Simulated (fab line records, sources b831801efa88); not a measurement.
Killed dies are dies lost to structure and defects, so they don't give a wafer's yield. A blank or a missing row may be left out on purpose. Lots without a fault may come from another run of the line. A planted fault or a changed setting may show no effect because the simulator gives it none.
fab line records | flow gf180mcu | part 1 of 2: steps 1 to 26 of 36
record lots=5 wafers=15 last_day=33
route steps=602 shown MIM@506 M5@526 V5@540
lots that met no fault: from a run of the same line without faults
start_h: hours from the record's first day to the start of the lot's first wafer shown | wait_h: hours since the lot's step before | " the same as in the row above | L1.1+2: a row that stands for several wafers | - no value, or no start given | * or withheld: withheld | < > ~ a bound
route shown NAME@n: a module of which the file shows steps, and the number in the route of the first | usual: mean/standard deviation of fault-free wafers | same: alike in all rows | chamber/n: place in a boat | sites: the reading at each site | _std_site: their standard deviation | _edge_site: outer sites' mean less inner sites' | radius_mm: how far each site lies from the wafer's centre | mask NAME#n: copy n | behind: the tool/chamber that last shaped the wafer | hold: why the lot was held/for how many hours/how that ended | device: the transistor (n, p or np) that didn't switch | end of line: the same wafers' tests at the end of the route | a step without rows: its recipe alone | killed: dies lost to structure and defects at the first sort, not the wafer's yield | map: a wafer's dies, x killed, . not, _ none there
set.NAME: the setting as run; set.NAME@STEP: as run at that earlier step | model.NAME: the simulator's own value behind a step, which no gauge read
lots at some steps of the route; a table a step, a row a wafer
services: from which hour (start_h, from the record's first day; less than 0 if before it) a tool's chamber was out of use, for how many hours, and why
## steps
# step GF_MIM_SPUTTER_03
# recipe material=Ti target_thk_nm=10 substrate_temp_c=300 chamber_pressure_pa=0.3 power_w=3000 time_s=6.7
# usual throttle_valve_pct=30.4/1.1
# columns lot.wafer tool chamber start_h wait_h throttle_valve_pct
L082.1 pvd_sputter-01 - 629.79 0.0 29.0
L082.3 " - " " 30.7
L082.4 " - " " 30.0
L084.3 pvd_sputter-01 - 646.10 0.0 30.3
L084.4 " - " " 29.1
L084.6 " - " " 30.5
L087.1 pvd_sputter-01 - 667.81 0.0 30.7
L087.2 " - " " 30.1
L087.5 " - " " 30.5
L093.1 pvd_sputter-03 - 709.35 0.0 27.6
L093.2 " - " " 31.0
L093.5 " - " " 31.3
L094.1 pvd_sputter-02 - 709.65 0.0 31.0
L094.2 " - " " 32.5
L094.6 " - " " 30.2
# step GF_MIM_SPUTTER_04
# recipe material=TiN target_thk_nm=50 power_w=6500 time_s=41.7 chamber_pressure_pa=0.4
# usual throttle_valve_pct=30.3/1.1
# columns lot.wafer tool chamber start_h wait_h throttle_valve_pct
L082.1 pvd_sputter-01 - 629.81 0.0 29.3
L082.3 " - " " 30.5
L082.4 " - " " 30.1
L084.3 pvd_sputter-01 - 646.12 0.0 30.5
L084.4 " - " " 29.1
L084.6 " - " " 30.3
L087.1 pvd_sputter-01 - 667.83 0.0 30.6
L087.2 " - " " 29.9
L087.5 " - " " 30.4
L093.1 pvd_sputter-03 - 709.37 0.0 27.9
L093.2 " - " " 31.3
L093.5 " - " " 31.3
L094.1 pvd_sputter-02 - 709.67 0.0 30.7
L094.2 " - " " 32.5
L094.6 " - " " 30.0
# step GF_MIM_CVD_05
# recipe material=Si3N4 target_thk_nm=42 temp_max_c=400 temp_c=385 time_s=29.086 rf_w=450
# usual heater_power_w=651/81
# columns lot.wafer tool chamber start_h wait_h heater_power_w
L082.1 pecvd-02 2 629.86 0.0 524
L082.3 " 1 " " 654
L082.4 " 1 " " 662
L084.3 pecvd-03 2 646.16 0.0 774
L084.4 " 1 " " 646
L084.6 " 0 " " 603
L087.1 pecvd-03 1 667.87 0.0 591
L087.2 " 2 " " 747
L087.5 " 1 " " 602
L093.1 pecvd-02 0 709.41 0.0 606
L093.2 " 1 " " 615
L093.5 " 2 " " 555
L094.1 pecvd-03 0 709.71 0.0 582
L094.2 " 1 " " 701
L094.6 " 1 " " 684
# step GF_MIM_THK_MEAS_06
# recipe reads=Si3N4_of_MIM_CVD_05
# usual MIM_CVD_05_THK=42.0/0.47
# columns lot.wafer tool chamber start_h wait_h MIM_CVD_05_THK[nm]
L082.1 film_metro-01 - 629.89 0.0 42.0
L082.3 " - " " 41.5
L082.4 " - " " 42.1
L084.3 film_metro-03 - 646.22 0.0 41.9
L084.4 " - " " 42.6
L084.6 " - " " 42.4
L087.1 film_metro-03 - 667.90 0.0 42.1
L087.2 " - " " 42.3
L087.5 " - " " 42.7
L093.1 film_metro-01 - 709.44 0.0 42.1
L093.2 " - " " 41.4
L093.5 " - " " 41.9
L094.1 film_metro-03 - 709.74 0.0 41.9
L094.2 " - " " 41.7
L094.6 " - " " 42.4
# step GF_MIM_SPUTTER_07
# recipe material=TiN target_thk_nm=60 power_w=6500 time_s=50 chamber_pressure_pa=0.4
# usual throttle_valve_pct=30.2/1.4
# columns lot.wafer tool chamber start_h wait_h throttle_valve_pct
L082.1 pvd_sputter-03 - 629.95 0.1 27.8
L082.3 " - " " 31.3
L082.4 " - " " 31.9
L084.3 pvd_sputter-03 - 646.26 0.0 31.5
L084.4 " - " " 27.6
L084.6 " - " " 31.5
L087.1 pvd_sputter-03 - 667.96 0.1 30.4
L087.2 " - " " 31.7
L087.5 " - " " 27.5
L093.1 pvd_sputter-01 - 709.50 0.1 30.3
L093.2 " - " " 30.7
L093.5 " - " " 29.8
L094.1 pvd_sputter-03 - 709.80 0.1 31.6
L094.2 " - " " 30.4
L094.6 " - " " 27.8
# step GF_MIM_SPUTTER_08
# recipe material=AlCu target_thk_nm=200 power_w=10600 time_s=10.6 chamber_pressure_pa=0.4
# usual throttle_valve_pct=30.2/1.4
# columns lot.wafer tool chamber start_h wait_h throttle_valve_pct
L082.1 pvd_sputter-03 - 630.00 0.0 27.8
L082.3 " - " " 31.2
L082.4 " - " " 31.5
L084.3 pvd_sputter-03 - 646.30 0.0 31.1
L084.4 " - " " 27.3
L084.6 " - " " 31.4
L087.1 pvd_sputter-03 - 668.01 0.0 30.4
L087.2 " - " " 31.6
L087.5 " - " " 27.6
L093.1 pvd_sputter-01 - 709.55 0.0 30.4
L093.2 " - " " 30.4
L093.5 " - " " 29.8
L094.1 pvd_sputter-03 - 709.85 0.0 31.7
L094.2 " - " " 30.3
L094.6 " - " " 27.7
# step GF_MIM_SPUTTER_09
# recipe material=TiN target_thk_nm=35 power_w=6500 time_s=29.2 chamber_pressure_pa=0.4
# usual throttle_valve_pct=30.2/1.4
# columns lot.wafer tool chamber start_h wait_h throttle_valve_pct
L082.1 pvd_sputter-03 - 630.02 0.0 27.7
L082.3 " - " " 31.1
L082.4 " - " " 31.7
L084.3 pvd_sputter-03 - 646.32 0.0 31.3
L084.4 " - " " 27.4
L084.6 " - " " 31.7
L087.1 pvd_sputter-03 - 668.03 0.0 30.4
L087.2 " - " " 31.4
L087.5 " - " " 27.5
L093.1 pvd_sputter-01 - 709.57 0.0 30.1
L093.2 " - " " 30.9
L093.5 " - " " 29.9
L094.1 pvd_sputter-03 - 709.87 0.0 31.7
L094.2 " - " " 30.2
L094.6 " - " " 27.8
# step GF_MIM_RS_MEAS_10
# recipe thk_meas_gauge=four-point-probe reads=TiN_of_MIM_SPUTTER_09+AlCu_of_MIM_SPUTTER_08+TiN_of_MIM_SPUTTER_07
# usual MIM_ALCU_RS=0.1614/0.0019
# columns lot.wafer tool chamber start_h wait_h MIM_ALCU_RS[ohm/sq]
L082.1 film_metro-03 - 630.05 0.0 0.1636
L082.3 " - " " 0.1686
L082.4 " - " " 0.1661
L084.3 film_metro-03 - 646.40 0.1 0.1631
L084.4 " - " " 0.1603
L084.6 " - " " 0.1617
L087.1 film_metro-01 - 668.06 0.0 0.1600
L087.2 " - " " 0.1612
L087.5 " - " " 0.1627
L093.1 film_metro-02 - 709.60 0.0 0.1587
L093.2 " - " " 0.1589
L093.5 " - " " 0.1594
L094.1 film_metro-02 - 709.90 0.0 0.1587
L094.2 " - " " 0.1600
L094.6 " - " " 0.1595
# step GF_MIM_THK_MEAS_11
# recipe thk_meas_gauge=xrf reads=AlCu_of_MIM_SPUTTER_08
# usual MIM_ALCU_THK=196.2/2.5
# columns lot.wafer tool chamber start_h wait_h MIM_ALCU_THK[nm]
L082.1 film_metro-03 - 630.17 0.1 193.0
L082.3 " - " " 187.8
L082.4 " - " " 190.5
L084.3 film_metro-03 - 646.50 0.1 193.7
L084.4 " - " " 197.0
L084.6 " - " " 196.1
L087.1 film_metro-01 - 668.18 0.1 197.2
L087.2 " - " " 197.4
L087.5 " - " " 194.6
L093.1 film_metro-02 - 709.72 0.1 200.0
L093.2 " - " " 199.4
L093.5 " - " " 199.1
L094.1 film_metro-02 - 710.02 0.1 199.8
L094.2 " - " " 198.0
L094.6 " - " " 198.8
# step GF_MIM_DEHYDRATE_12
# recipe temp_c=200 time_s=60
# usual exhaust_pa=45.2/0.85
# columns lot.wafer tool chamber start_h wait_h exhaust_pa
L082.1 litho_track-02 0 639.28 9.1 45.3
L082.3 " 0 " " 44.8
L082.4 " 0 " " 47.2
L084.3 litho_track-03 0 655.94 9.4 46.6
L084.4 " 0 " " 45.1
L084.6 " 0 " " 45.3
L087.1 litho_track-04 0 677.31 9.1 44.1
L087.2 " 0 " " 44.6
L087.5 " 0 " " 44.9
L093.1 litho_track-03 0 718.24 8.5 45.9
L093.2 " 0 " " 45.2
L093.5 " 0 " " 45.3
L094.1 litho_track-04 0 718.51 8.5 45.7
L094.2 " 0 " " 44.4
L094.6 " 0 " " 44.2
# step GF_MIM_HMDS_13
# recipe prime_time_s=60 prime_temp_c=120
# usual exhaust_pa=45.0/0.82
# columns lot.wafer tool chamber start_h wait_h exhaust_pa
L082.1 litho_track-02 0 639.43 0.1 44.9
L082.3 " 0 " " 44.9
L082.4 " 0 " " 45.2
L084.3 litho_track-03 0 656.09 0.1 44.4
L084.4 " 0 " " 44.5
L084.6 " 0 " " 45.5
L087.1 litho_track-04 0 677.46 0.1 45.7
L087.2 " 0 " " 44.7
L087.5 " 0 " " 45.8
L093.1 litho_track-03 0 718.39 0.1 44.8
L093.2 " 0 " " 44.4
L093.5 " 0 " " 44.3
L094.1 litho_track-04 0 718.66 0.1 46.7
L094.2 " 0 " " 45.1
L094.6 " 0 " " 45.2
# step GF_MIM_COAT_14
# recipe resist=NOVOLAK spin_rpm=3000 resist_thk_nm=1000
# usual exhaust_pa=45.0/0.85
# columns lot.wafer tool chamber start_h wait_h exhaust_pa
L082.1 litho_track-02 0 639.58 0.1 45.1
L082.3 " 0 " " 45.2
L082.4 " 0 " " 43.7
L084.3 litho_track-03 0 656.24 0.1 45.6
L084.4 " 0 " " 45.7
L084.6 " 0 " " 45.1
L087.1 litho_track-04 0 677.61 0.1 44.8
L087.2 " 0 " " 44.9
L087.5 " 0 " " 45.8
L093.1 litho_track-03 0 718.54 0.1 43.4
L093.2 " 0 " " 45.3
L093.5 " 0 " " 46.1
L094.1 litho_track-04 0 718.81 0.1 45.0
L094.2 " 0 " " 44.1
L094.6 " 0 " " 45.5
# step GF_MIM_SOFTBAKE_15
# recipe temp_c=90 time_s=60 resist=NOVOLAK
# usual exhaust_pa=44.9/0.83
# columns lot.wafer tool chamber start_h wait_h exhaust_pa
L082.1 litho_track-02 0 639.73 0.1 44.6
L082.3 " 0 " " 44.9
L082.4 " 0 " " 43.5
L084.3 litho_track-03 0 656.39 0.1 45.3
L084.4 " 0 " " 44.7
L084.6 " 0 " " 45.6
L087.1 litho_track-04 0 677.76 0.1 45.7
L087.2 " 0 " " 45.9
L087.5 " 0 " " 45.7
L093.1 litho_track-03 0 718.69 0.1 44.6
L093.2 " 0 " " 44.9
L093.5 " 0 " " 44.5
L094.1 litho_track-04 0 718.96 0.1 44.9
L094.2 " 0 " " 44.2
L094.6 " 0 " " 44.2
# step GF_MIM_EXPOSE_16
# recipe mask_id=FuseTop target_cd_nm=2000 na=0.6 source_shape=conventional sigma_outer=0.6 dose_mj=140
# columns lot.wafer tool chamber start_h wait_h mask
L082.1+3+4 iline_stepper-02 0 - - FuseTop#0
L084.3+4+6 iline_stepper-01 0 - - FuseTop#0
L087.1+2+5 iline_stepper-01 0 - - FuseTop#0
L093.1+2+5 iline_stepper-02 0 - - FuseTop#0
L094.1+2+6 iline_stepper-01 0 - - FuseTop#0
# step GF_MIM_PEB_17
# recipe temp_c=withheld time_s=* resist=NOVOLAK
# usual exhaust_pa=45.1/0.89
# columns lot.wafer tool chamber start_h wait_h exhaust_pa
L082.1 litho_track-02 0 - - 42.8
L082.3 " 0 " " 44.6
L082.4 " 0 " " 44.5
L084.3 litho_track-03 0 - - 44.3
L084.4 " 0 " " 43.1
L084.6 " 0 " " 43.2
L087.1 litho_track-02 0 - - 45.1
L087.2 " 0 " " 44.8
L087.5 " 0 " " 44.9
L093.1 litho_track-02 0 - - 45.6
L093.2 " 0 " " 44.2
L093.5 " 0 " " 45.8
L094.1 litho_track-04 0 - - 46.1
L094.2 " 0 " " 45.4
L094.6 " 0 " " 44.7
# step GF_MIM_DEVELOP_18
# recipe develop_time_s=60 dev_temp_c=23
# usual exhaust_pa=45.0/0.8
# columns lot.wafer tool chamber start_h wait_h exhaust_pa
L082.1 litho_track-02 0 649.33 0.1 45.2
L082.3 " 0 " " 45.4
L082.4 " 0 " " 44.9
L084.3 litho_track-03 0 665.69 0.1 44.1
L084.4 " 0 " " 45.1
L084.6 " 0 " " 45.7
L087.1 litho_track-02 0 686.88 0.1 45.6
L087.2 " 0 " " 45.6
L087.5 " 0 " " 46.0
L093.1 litho_track-02 0 727.18 0.1 45.6
L093.2 " 0 " " 46.4
L093.5 " 0 " " 45.2
L094.1 litho_track-04 0 727.31 0.1 43.8
L094.2 " 0 " " 44.9
L094.6 " 0 " " 44.0
# step GF_MIM_METAL_ETCH_19
# recipe chemistry=Cl2/BCl3 mask_material=NOVOLAK stop_on=Si3N4 target_depth_nm=324.5 pressure_mtorr=8 icp_w=800 bias_w=140 Cl2_flow_sccm=80 bcl3_flow_sccm=40 time_s=54.1
# usual drypump_motor_current_A=5.68/0.23 oes_product_au=0.938/0.0061 throttle_valve_pct=28.288/0.0096
# columns lot.wafer tool chamber start_h wait_h drypump_motor_current_A oes_product_au rf_hours_counter_h throttle_valve_pct
L082.1 rie_metal-02 0 649.48 0.1 5.68 0.936 10 28.284
L082.3 " 1 " " 5.76 0.922 - 28.318
L082.4 " 0 " " 5.69 0.926 - 28.298
L084.3 rie_metal-02 1 665.81 0.1 5.72 0.932 - 28.279
L084.4 " 0 " " 5.68 0.941 - 28.296
L084.6 " 0 " " 5.67 0.929 - 28.296
L087.1 rie_metal-04 0 687.03 0.1 6.15 0.939 4 28.285
L087.2 " 1 " " 5.47 0.936 1 28.286
L087.5 " 1 " " 5.46 0.934 - 28.298
L093.1 rie_metal-03 1 727.33 0.1 5.49 0.948 13 28.278
L093.2 " 0 " " 5.63 0.949 8 28.279
L093.5 " 1 " " 5.51 0.941 - 28.273
L094.1 rie_metal-02 0 727.46 0.1 5.67 0.941 13 28.273
L094.2 " 0 " " 5.68 0.928 - 28.277
L094.6 " 0 " " 5.67 0.946 - 28.284
# step GF_MIM_STRIP_20
# recipe chemistry=O2/N2 power_w=1400 pressure_mtorr=1500 platen_temp_c=250 o2_flow_sccm=3000 n2_flow_sccm=300 overash_fraction=0.5
# usual drypump_motor_current_A=5.7/0.38 heater_power_w=345/35 o2_flow_sccm=2998/9.2 oes_product_au=0.692/0.0052 strip_time_to_endpoint_s=11.22/0.047
# columns lot.wafer tool chamber start_h wait_h drypump_motor_current_A heater_power_w o2_flow_sccm oes_product_au rf_hours_counter_h strip_time_to_endpoint_s
L082.1 plasma_asher-02 0 649.55 0.0 6.4 390 2990 0.688 24 11.24
L082.3 " 0 " " 6.4 407 2993 0.699 - 11.22
L082.4 " 1 " " 5.6 343 2993 0.695 - 11.22
L084.3 plasma_asher-01 0 665.89 0.1 5.5 355 2990 0.693 - 11.27
L084.4 " 1 " " 5.4 333 2995 0.696 - 11.29
L084.6 " 1 " " 5.4 336 3000 0.689 - 11.23
L087.1 plasma_asher-02 0 687.10 0.0 6.4 393 3010 0.698 28 11.32
L087.2 " 1 " " 5.6 345 2993 0.688 28 11.25
L087.5 " 1 " " 5.6 344 2994 0.694 - 11.29
L093.1 plasma_asher-01 0 727.40 0.0 5.5 350 2991 0.690 95 11.24
L093.2 " 1 " " 5.4 335 3007 0.688 95 11.24
L093.5 " 1 " " 5.4 331 3000 0.693 - 11.21
L094.1 plasma_asher-02 0 727.60 0.1 6.4 410 3004 0.695 33 11.16
L094.2 " 1 " " 5.6 339 2990 0.695 33 11.14
L094.6 " 0 " " 6.4 399 2987 0.686 - 11.16
# step GF_MIM_STRIP_21
# recipe chemistry=post_etch_residue_remover time_s=1200 temp_c=72.5
# columns lot.wafer tool chamber start_h wait_h
L082.1+3+4 wet_bench-02 3 649.65 0.1
L084.3+4+6 wet_bench-03 3 665.96 0.0
L087.1+2+5 wet_bench-04 1 687.20 0.1
L093.1+2+5 wet_bench-03 0 727.50 0.1
L094.1+2+6 wet_bench-04 1 727.70 0.1
# step GF_MIM_CLEAN_22
# recipe chemistry=DIW dry=n2_spin
# columns lot.wafer tool chamber start_h wait_h
L082.1+3+4 wet_bench-04 1 650.00 0.0
L084.3+4+6 wet_bench-02 1 666.30 0.0
L087.1+2+5 wet_bench-03 3 687.58 0.0
L093.1+2+5 wet_bench-03 0 727.88 0.0
L094.1+2+6 wet_bench-03 1 728.07 0.0
# step GF_M5_DEHYDRATE_00
# recipe temp_c=200 time_s=60
# usual exhaust_pa=44.9/0.88
# columns lot.wafer tool chamber start_h wait_h exhaust_pa
L082.1 litho_track-04 0 659.21 9.1 44.4
L082.3 " 0 " " 45.8
L082.4 " 0 " " 44.5
L084.3 litho_track-02 0 675.63 9.2 44.6
L084.4 " 0 " " 45.0
L084.6 " 0 " " 45.9
L087.1 litho_track-04 0 696.51 8.8 44.3
L087.2 " 0 " " 44.3
L087.5 " 0 " " 45.0
L093.1 litho_track-01 0 736.35 8.4 44.0
L093.2 " 0 " " 43.0
L093.5 " 0 " " 43.0
L094.1 litho_track-02 0 736.43 8.3 45.1
L094.2 " 0 " " 43.6
L094.6 " 0 " " 44.4
# step GF_M5_HMDS_01
# recipe prime_time_s=60 prime_temp_c=120
# usual exhaust_pa=45.1/0.78
# columns lot.wafer tool chamber start_h wait_h exhaust_pa
L082.1 litho_track-04 0 659.36 0.1 44.4
L082.3 " 0 " " 45.5
L082.4 " 0 " " 46.0
L084.3 litho_track-02 0 675.78 0.1 44.2
L084.4 " 0 " " 43.5
L084.6 " 0 " " 43.9
L087.1 litho_track-04 0 696.66 0.1 45.3
L087.2 " 0 " " 44.0
L087.5 " 0 " " 45.1
L093.1 litho_track-01 0 736.50 0.1 45.2
L093.2 " 0 " " 44.6
L093.5 " 0 " " 45.5
L094.1 litho_track-02 0 736.58 0.1 45.3
L094.2 " 0 " " 44.8
L094.6 " 0 " " 45.2
# step GF_M5_COAT_02
# recipe resist=KrF spin_rpm=withheld resist_thk_nm=1000
# usual exhaust_pa=45.2/0.99
# columns lot.wafer tool chamber start_h wait_h exhaust_pa
L082.1 litho_track-04 0 659.51 0.1 45.8
L082.3 " 0 " " 46.2
L082.4 " 0 " " 45.7
L084.3 litho_track-02 0 675.93 0.1 44.2
L084.4 " 0 " " 43.9
L084.6 " 0 " " 44.2
L087.1 litho_track-04 0 696.81 0.1 44.5
L087.2 " 0 " " 44.3
L087.5 " 0 " " 44.8
L093.1 litho_track-01 0 736.65 0.1 44.2
L093.2 " 0 " " 45.0
L093.5 " 0 " " 44.8
L094.1 litho_track-02 0 736.73 0.1 47.1
L094.2 " 0 " " 45.5
L094.6 " 0 " " 46.9
# step GF_M5_SOFTBAKE_03
# recipe temp_c=130 time_s=60 resist=KrF
# usual exhaust_pa=45.2/0.96
# columns lot.wafer tool chamber start_h wait_h exhaust_pa
L082.1 litho_track-04 0 659.66 0.1 43.4
L082.3 " 0 " " 44.0
L082.4 " 0 " " 43.2
L084.3 litho_track-02 0 676.08 0.1 46.4
L084.4 " 0 " " 46.2
L084.6 " 0 " " 45.1
L087.1 litho_track-04 0 696.96 0.1 44.8
L087.2 " 0 " " 45.8
L087.5 " 0 " " 44.8
L093.1 litho_track-01 0 736.80 0.1 44.9
L093.2 " 0 " " 44.8
L093.5 " 0 " " 44.5
L094.1 litho_track-02 0 736.88 0.1 44.7
L094.2 " 0 " " 43.7
L094.6 " 0 " " 45.0
# step GF_M5_EXPOSE_04
# recipe mask_id=Metal5 target_cd_nm=280 na=0.68 source_shape=conventional sigma_outer=0.6 dose_mj=28
# columns lot.wafer tool chamber start_h wait_h mask
L082.1+3+4 krf_scanner-02 0 - - Metal5#0
L084.3+4+6 krf_scanner-02 0 - - Metal5#0
L087.1+2+5 krf_scanner-01 0 - - Metal5#0
L093.1+2+5 krf_scanner-01 0 - - Metal5#0
L094.1+2+6 krf_scanner-01 0 - - Metal5#0
# step GF_M5_PEB_05
# recipe peb_temp_c=135 peb_time_s=90 resist=KrF
# usual exhaust_pa=45.2/0.77
# columns lot.wafer tool chamber start_h wait_h exhaust_pa
L082.1 litho_track-04 0 - - 43.3
L082.3 " 0 " " 44.3
L082.4 " 0 " " 44.9
L084.3 litho_track-02 0 - - 45.6
L084.4 " 0 " " 45.2
L084.6 " 0 " " 44.7
L087.1 litho_track-04 0 - - 44.8
L087.2 " 0 " " 45.1
L087.5 " 0 " " 45.2
L093.1 litho_track-04 0 - - 45.7
L093.2 " 0 " " 46.1
L093.5 " 0 " " 45.2
L094.1 litho_track-01 0 - - 46.1
L094.2 " 0 " " 45.5
L094.6 " 0 " " 45.6
